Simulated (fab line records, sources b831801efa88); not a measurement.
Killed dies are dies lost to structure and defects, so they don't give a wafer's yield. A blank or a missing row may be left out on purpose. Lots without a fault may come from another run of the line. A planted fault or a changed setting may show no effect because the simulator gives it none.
fab line records | flow sky130
record lots=12 wafers=36 last_day=51
route steps=708 shown METAL3@566 VIA3@576 METAL4@625 PAD_OPEN@708
lots that met no fault: from a run of the same line without faults
start_h: hours from the record's first day to the start of the lot's first wafer shown | wait_h: hours since the lot's step before | " the same as in the row above | L1.1+2: a row that stands for several wafers | - no value, or no start given | * or withheld: withheld | < > ~ a bound
route shown NAME@n: a module of which the file shows steps, and the number in the route of the first | usual: mean/standard deviation of fault-free wafers | same: alike in all rows | chamber/n: place in a boat | sites: the reading at each site | _std_site: their standard deviation | _edge_site: outer sites' mean less inner sites' | radius_mm: how far each site lies from the wafer's centre | mask NAME#n: copy n | behind: the tool/chamber that last shaped the wafer | hold: why the lot was held/for how many hours/how that ended | device: the transistor (n, p or np) that didn't switch | end of line: the same wafers' tests at the end of the route | a step without rows: its recipe alone | killed: dies lost to structure and defects at the first sort, not the wafer's yield | map: a wafer's dies, x killed, . not, _ none there
set.NAME: the setting as run; set.NAME@STEP: as run at that earlier step | model.NAME: the simulator's own value behind a step, which no gauge read
steps of the route over a sample of lots; a table a step, a row a wafer
services: from which hour (start_h, from the record's first day; less than 0 if before it) a tool's chamber was out of use, for how many hours, and why
## steps
# step SKY_METAL3_ETCH_16
# recipe chemistry=N2/H2 target=BARC ion_energy_ev=200 bias_w=100 pressure_mtorr=30 n2_flow_sccm=100 h2_flow_sccm=200 icp_w=500 stop_on=SiO2 time_s=88.2 target_depth_a=600
# usual drypump_motor_current_A=5.8/0.36 oes_product_au=0.626/0.0047 throttle_valve_pct=13.205/0.0091
# columns lot.wafer tool chamber start_h wait_h drypump_motor_current_A oes_product_au rf_hours_counter_h throttle_valve_pct
L546.1 rie_metal-02 0 896.95 0.0 6.3 0.623 9 13.214
L546.2 " 1 " " 5.3 0.624 3 13.209
L546.3 " 1 " " 5.3 0.629 - 13.202
L548.1 rie_metal-02 1 928.75 0.0 5.3 0.622 4 13.203
L548.5 " 0 " " 6.3 0.630 - 13.206
L548.6 " 1 " " 5.3 0.618 - 13.218
L551.3 rie_metal-01 1 929.63 0.0 6.2 0.626 - 13.212
L551.4 " 0 " " 5.5 0.632 - 13.197
L551.5 " 0 " " 5.5 0.628 - 13.208
L552.3 rie_metal-02 1 941.83 0.0 5.3 0.628 - 13.213
L552.5 " 1 " " 5.3 0.627 - 13.204
L552.6 " 0 " " 6.3 0.623 - 13.205
L553.1 rie_metal-02 1 954.35 0.1 5.3 0.633 6 13.191
L553.3 " 1 " " 5.3 0.628 - 13.197
L553.6 " 1 " " 5.3 0.623 - 13.202
L554.2 rie_metal-01 0 964.20 0.0 5.5 0.620 16 13.197
L554.4 " 1 " " 6.2 0.628 - 13.202
L554.5 " 1 " " 6.2 0.627 - 13.195
L560.1 rie_metal-02 0 996.30 0.0 6.3 0.631 12 13.222
L560.3 " 1 " " 5.3 0.625 - 13.214
L560.6 " 1 " " 5.3 0.631 - 13.196
L563.3 rie_metal-04 0 1017.58 0.0 6.0 0.627 - 13.201
L563.5 " 1 " " 5.8 0.621 - 13.203
L563.6 " 0 " " 6.0 0.628 - 13.191
L564.3 rie_metal-04 1 1021.73 0.0 5.7 0.623 - 13.199
L564.4 " 0 " " 6.0 0.630 - 13.198
L564.6 " 1 " " 5.8 0.631 - 13.199
L565.1 rie_metal-01 0 1042.05 0.0 5.5 0.631 19 13.192
L565.2 " 1 " " 6.2 0.622 10 13.221
L565.3 " 0 " " 5.5 0.630 - 13.209
L566.1 rie_metal-04 0 1045.50 0.0 6.0 0.619 10 13.217
L566.2 " 1 " " 5.8 0.621 4 13.202
L566.3 " 1 " " 5.8 0.626 - 13.211
L568.1 rie_metal-04 1 1083.50 0.0 5.7 0.616 6 13.216
L568.3 " 1 " " 5.7 0.618 - 13.186
L568.4 " 0 " " 5.9 0.627 - 13.205
# step SKY_METAL3_STRIP_19
# recipe chemistry=O2/N2 power_w=1400 pressure_mtorr=1500 platen_temp_c=withheld o2_flow_sccm=3000 n2_flow_sccm=300 overash_fraction=0.5
# usual drypump_motor_current_A=5.7/0.49 oes_product_au=0.504/0.0052 strip_time_to_endpoint_s=6.57/0.079
# columns lot.wafer tool chamber start_h wait_h drypump_motor_current_A oes_product_au rf_hours_counter_h strip_time_to_endpoint_s
L546.1 plasma_asher-04 0 897.32 0.2 6.4 0.503 48 6.65
L546.2 " 1 " " 6.0 0.504 48 6.61
L546.3 " 0 " " 6.5 0.506 - 6.61
L548.1 plasma_asher-01 1 929.05 0.1 5.9 0.513 18 6.63
L548.5 " 1 " " 5.9 0.508 - 6.65
L548.6 " 0 " " 5.5 0.501 - 6.62
L551.3 plasma_asher-04 0 929.93 0.1 6.4 0.512 - 6.66
L551.4 " 1 " " 6.0 0.501 - 6.60
L551.5 " 0 " " 6.5 0.508 - 6.59
L552.3 plasma_asher-04 1 942.13 0.1 5.9 0.504 - 6.55
L552.5 " 1 " " 6.0 0.500 - 6.62
L552.6 " 0 " " 6.5 0.504 - 6.52
L553.1 plasma_asher-02 0 954.92 0.3 5.7 0.508 81 6.66
L553.3 " 1 " " 4.9 0.512 - 6.73
L553.6 " 0 " " 5.7 0.502 - 6.66
L554.2 plasma_asher-04 1 964.67 0.2 6.0 0.507 55 6.57
L554.4 " 1 " " 6.0 0.506 - 6.60
L554.5 " 0 " " 6.4 0.499 - 6.54
L560.1 plasma_asher-01 1 996.60 0.1 5.9 0.520 25 6.66
L560.3 " 0 " " 5.5 0.505 - 6.64
L560.6 " 0 " " 5.5 0.513 - 6.80
L563.3 plasma_asher-04 0 1017.87 0.1 6.5 0.496 - 6.48
L563.5 " 0 " " 6.4 0.501 - 6.44
L563.6 " 1 " " 6.0 0.494 - 6.46
L564.3 plasma_asher-04 1 1022.02 0.1 6.0 0.497 - 6.49
L564.4 " 0 " " 6.5 0.496 - 6.40
L564.6 " 1 " " 6.0 0.508 - 6.51
L565.1 plasma_asher-02 0 1042.34 0.1 5.8 0.503 88 6.62
L565.2 " 1 " " 4.9 0.504 88 6.67
L565.3 " 0 " " 5.8 0.499 - 6.61
L566.1 plasma_asher-02 1 1045.80 0.1 4.9 0.505 89 6.53
L566.2 " 0 " " 5.8 0.514 89 6.69
L566.3 " 0 " " 5.7 0.507 - 6.54
L568.1 plasma_asher-04 0 1083.79 0.1 6.5 0.503 66 6.49
L568.3 " 0 " " 6.5 0.489 - 6.47
L568.4 " 1 " " 5.9 0.498 - 6.52
# step SKY_VIA3_BOW_MEAS_03
# recipe mode=bow
# usual VIA3_BOW=80/7
# columns lot.wafer tool chamber start_h wait_h VIA3_BOW[um]
L546.1 film_metro-02 - 898.43 0.1 83
L546.2 " - " " 87
L546.3 " - " " 91
L548.1 film_metro-04 - 930.17 0.1 86
L548.5 " - " " 94
L548.6 " - " " 80
L551.3 film_metro-01 - 931.05 0.1 80
L551.4 " - " " 86
L551.5 " - " " 79
L552.3 film_metro-04 - 943.30 0.3 69
L552.5 " - " " 83
L552.6 " - " " 78
L553.1 film_metro-02 - 966.66 0.1 84
L553.3 " - " " 86
L553.6 " - " " 75
L554.2 film_metro-02 - 968.43 0.2 68
L554.4 " - " " 82
L554.5 " - " " 79
L560.1 film_metro-01 - 997.72 0.2 90
L560.3 " - " " 87
L560.6 " - " " 79
L563.3 film_metro-01 - 1019.52 0.3 81
L563.5 " - " " 91
L563.6 " - " " 93
L564.3 film_metro-04 - 1023.20 0.2 80
L564.4 " - " " 78
L564.6 " - " " 80
L565.1 film_metro-02 - 1043.52 0.1 74
L565.2 " - " " 80
L565.3 " - " " 73
L566.1 film_metro-02 - 1046.96 0.1 77
L566.2 " - " " 68
L566.3 " - " " 69
L568.1 film_metro-01 - 1084.91 0.2 73
L568.3 " - " " 75
L568.4 " - " " 83
# step SKY_METAL4_SOFTBAKE_09
# recipe temp_c=100 time_s=90 resist=KrF-thick
# usual heater_power_total_W=57.36/0.11 plate_temp_C=100.01/0.13
# columns lot.wafer tool chamber start_h wait_h heater_power_total_W plate_temp_C
L546.1 litho_track-03 0 963 - 57.30 99.96
L546.2 " 0 " " 57.51 99.82
L546.3 " 0 " " 57.43 100.11
L548.1 litho_track-04 0 990 - 57.46 100.27
L548.5 " 0 " " 57.48 100.19
L548.6 " 0 " " 57.52 99.95
L551.3 litho_track-02 0 992 - 57.55 100.08
L551.4 " 0 " " 57.37 100.06
L551.5 " 0 " " 57.31 100.00
L552.3 litho_track-03 0 1004 - 57.45 99.99
L552.5 " 0 " " 57.26 100.17
L552.6 " 0 " " 57.30 100.17
L553.1 litho_track-03 0 1024 - 57.32 99.97
L553.3 " 0 " " 57.51 99.98
L553.6 " 0 1025 - 57.48 100.19
L554.2 litho_track-02 0 1028 - 57.42 100.18
L554.4 " 0 " " 57.58 100.09
L554.5 " 0 " " 57.25 100.11
L560.1 litho_track-03 0 1056 - 57.35 99.97
L560.3 " 0 " " 57.23 99.71
L560.6 " 0 " " 57.35 99.86
L563.3 litho_track-03 0 1076 - 57.73 100.73
L563.5 " 0 " " 57.99 100.82
L563.6 " 0 " " 58.02 100.83
L564.3 litho_track-03 0 1081 - 57.96 100.85
L564.4 " 0 " " 58.00 100.64
L564.6 " 0 " " 57.88 100.67
L565.1 litho_track-04 0 1099 - 57.24 99.96
L565.2 " 0 " " 57.42 100.02
L565.3 " 0 " " 57.47 100.20
L566.1 litho_track-04 0 1103 - 57.40 99.88
L566.2 " 0 " " 57.32 99.74
L566.3 " 0 " " 57.33 99.98
L568.1 litho_track-04 0 1136 - 57.38 100.12
L568.3 " 0 " " 57.30 100.10
L568.4 " 0 " " 57.26 99.92
# step SKY_PAD_OPEN_PROBE_99
# usual defect_limited_yield=82.2/1.8 killed_at_M0_to_M3=44/6.8 killed_at_M4_up=2.9/1.9 killed_at_contacts=24/5.2 killed_at_front_end=16/4.1 killed_at_other=0.4/0.74 killed_dies=88/9.1 killed_open=48/7.2 killed_short=39/5.6 sort_bin_3_pad_short=0.9/0.43 sort_bin_5_function=10.6/1.4 sort_bin_6_memory=6.3/1 sort_n_pass=404/9.1 sort_yield_pct=82.2/1.8
# same gross_dies=492 killed_at_back_side=0 sort_bin_4_leakage[%]=0 sort_bin_8_speed[%]=0
# columns lot.wafer tool chamber start_h wait_h defect_limited_yield[%] killed_at_M0_to_M3 killed_at_M4_up killed_at_contacts killed_at_front_end killed_at_other killed_dies killed_open killed_short sort_bin_3_pad_short[%] sort_bin_5_function[%] sort_bin_6_memory[%] sort_n_pass sort_yield_pct[%]
L565.1 prober-01 - 1188.88 0.1 81.9 50 6 21 12 0 89 41 48 0.8 10.0 7.3 403 81.9
L565.2 prober-01 - 1188.93 0.1 83.7 45 2 19 14 0 80 42 38 0.8 10.0 5.5 412 83.7
L565.3 prober-01 - 1188.98 0.2 79.9 55 5 23 16 0 99 54 45 1.6 12.0 6.5 393 79.9
# killed by level:class
L565.1 VIA1:geometric_particle:open=9 VIA3:geometric_particle:open=9 VIA1:geometric_particle:short=8 LI_CONTACT:geometric_particle:open=7 METAL1:geometric_particle:short=6 METAL4:geometric_particle:short=6 CONTACT:geometric_particle:open=5 VIA3:geometric_particle:short=4
L565.2 VIA2:geometric_particle:open=11 LI_CONTACT:geometric_particle:open=7 VIA1:geometric_particle:open=6 METAL1:geometric_particle:short=6 CONTACT:geometric_particle:open=5 CONTACT:geometric_particle:short=5 METAL2:geometric_particle:short=5 FIELD_ISO:geometric_particle:short=4
L565.3 VIA1:geometric_particle:open=12 CONTACT:geometric_particle:open=9 VIA3:geometric_particle:open=9 POLY_GATE:geometric_particle:open=7 METAL2:geometric_particle:short=7 METAL3:geometric_particle:short=6 LI_CONTACT:geometric_particle:open=6 CONTACT:geometric_particle:short=6
## services
# columns tool chamber start_h hours kind
plasma_asher-01 - 896.77 5.8 repair
rie_metal-04 0 904.51 6.1 repair
rie_metal-02 1 947.03 5.7 repair
rie_metal-02 0 951.45 15.9 repair
rie_metal-04 1 954.53 - clean
rie_metal-04 1 954.53 20.1 scheduled_down
rie_metal-04 1 954.53 20.1 vent_cycle
rie_metal-01 - 975.79 2.8 pm
plasma_asher-04 - 1008.63 8.8 pm
plasma_asher-02 - 1014.33 13.6 repair
rie_metal-04 - 1027.69 1.4 pm
plasma_asher-02 - 1032.09 2.8 pm
rie_metal-02 1 1055.97 22.8 repair
plasma_asher-01 - 1061.48 2.2 repair
## key
first_sign step=SKY_METAL4_SOFTBAKE_09 reading=plate_temp_C direction=up sigmas=5.8 usual=* struck=*
effect step=SKY_METAL4_SOFTBAKE_09 reading=heater_power_total_W direction=up sigmas=5 usual=* struck=*
met_at SKY_METAL4_SOFTBAKE_09
struck_lots L563,L564
not_acting_at SKY_METAL3_ETCH_16,SKY_METAL3_STRIP_19,SKY_VIA3_BOW_MEAS_03
onset_between 1056 1076
fault kind=process_parameter_drift tool=litho_track-03 chamber=- onset_h=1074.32 steps=SKY_METAL4_SOFTBAKE_09 channel=temp_c offset=* shape=step end_h=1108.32 acts_in=* stated=*
